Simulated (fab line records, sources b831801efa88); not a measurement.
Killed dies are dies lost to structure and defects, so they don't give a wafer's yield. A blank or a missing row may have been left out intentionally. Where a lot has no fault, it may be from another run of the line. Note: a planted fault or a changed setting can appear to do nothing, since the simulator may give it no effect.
Chamber matching / flow gf180mcu / GF_V5_CMP_04 on cmp-01: 4 sister chambers
The step polishes SiO2. 16 wafers are shown with their chamber, then 8 later ones without.

## WAFERS PAIRED WITH THEIR CHAMBERS
wafer=L846.2; chamber=3; motor_current_A (A)=10.7; head_pressure_psi (psi)=4.007
wafer=L846.5; chamber=1; motor_current_A (A)=11.8; head_pressure_psi (psi)=3.982
wafer=L846.6; chamber=2; motor_current_A (A)=12.5; head_pressure_psi (psi)=4.004
wafer=L850.2; chamber=3; motor_current_A (A)=10.5; head_pressure_psi (psi)=3.986
wafer=L850.5; chamber=1; motor_current_A (A)=11.7; head_pressure_psi (psi)=4.006
wafer=L850.6; chamber=0; motor_current_A (A)=14.1; head_pressure_psi (psi)=4.010
wafer=L854.1; chamber=2; motor_current_A (A)=12.4; head_pressure_psi (psi)=4.010
wafer=L854.2; chamber=1; motor_current_A (A)=11.2; head_pressure_psi (psi)=3.987
wafer=L854.6; chamber=1; motor_current_A (A)=11.3; head_pressure_psi (psi)=3.998
wafer=L855.3; chamber=2; motor_current_A (A)=13.4; head_pressure_psi (psi)=4.002
wafer=L855.5; chamber=2; motor_current_A (A)=13.1; head_pressure_psi (psi)=3.995
wafer=L855.6; chamber=1; motor_current_A (A)=11.4; head_pressure_psi (psi)=4.002
wafer=L856.2; chamber=3; motor_current_A (A)=10.8; head_pressure_psi (psi)=3.983
wafer=L856.3; chamber=2; motor_current_A (A)=12.0; head_pressure_psi (psi)=3.997
wafer=L856.4; chamber=0; motor_current_A (A)=13.7; head_pressure_psi (psi)=3.998
wafer=L867.2; chamber=2; motor_current_A (A)=12.9; head_pressure_psi (psi)=4.020

SIGNATURES (means of the wafers above)
reading=motor_current_A; chamber 0=13.900; chamber 1=11.480; chamber 2=12.717; chamber 3=10.667; scatter within a chamber=0.377
reading=head_pressure_psi; chamber 0=4.00400; chamber 1=3.99500; chamber 2=4.00467; chamber 3=3.99200; scatter within a chamber=0.0102
Rule: for each reading, subtract the chamber's mean from the wafer's reading, divide by that reading's scatter and square the result; add these up over the readings and take the root, which gives the wafer's distance from the chamber. The wafer belongs to the nearest chamber; if the next one is less than 2 further off, it can't be placed. The scatter: take each reading less its chamber's mean, square it, sum over the shown wafers, divide by the number of wafers less the number of chambers, and take the root.

## WAFERS WITHOUT THEIR CHAMBER
wafer=L867.3; motor_current_A (A)=11.3; head_pressure_psi (psi)=4.001
wafer=L867.6; motor_current_A (A)=11.0; head_pressure_psi (psi)=4.002
wafer=L868.1; motor_current_A (A)=11.2; head_pressure_psi (psi)=3.999
wafer=L868.2; motor_current_A (A)=10.9; head_pressure_psi (psi)=3.996
wafer=L868.3; motor_current_A (A)=13.3; head_pressure_psi (psi)=3.995
wafer=L869.4; motor_current_A (A)=12.7; head_pressure_psi (psi)=3.998
wafer=L869.5; motor_current_A (A)=10.7; head_pressure_psi (psi)=4.017
wafer=L869.6; motor_current_A (A)=13.8; head_pressure_psi (psi)=3.998

## EACH ONE'S CHAMBER
wafer=L867.3; from the rows above=can't be placed: 1 or 3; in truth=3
wafer=L867.6; from the rows above=can't be placed: 3 or 1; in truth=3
wafer=L868.1; from the rows above=can't be placed: 1 or 3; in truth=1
wafer=L868.2; from the rows above=can't be placed: 3 or 1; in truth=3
wafer=L868.3; from the rows above=can't be placed: 2 or 0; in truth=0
wafer=L869.4; from the rows above=2; in truth=2
wafer=L869.5; from the rows above=can't be placed: 3 or 1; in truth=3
wafer=L869.6; from the rows above=0; in truth=0
Placed correctly: 2 of 8. Not placeable from these rows: 6 (in 6, the candidates include the true chamber). Placed wrongly: 0.
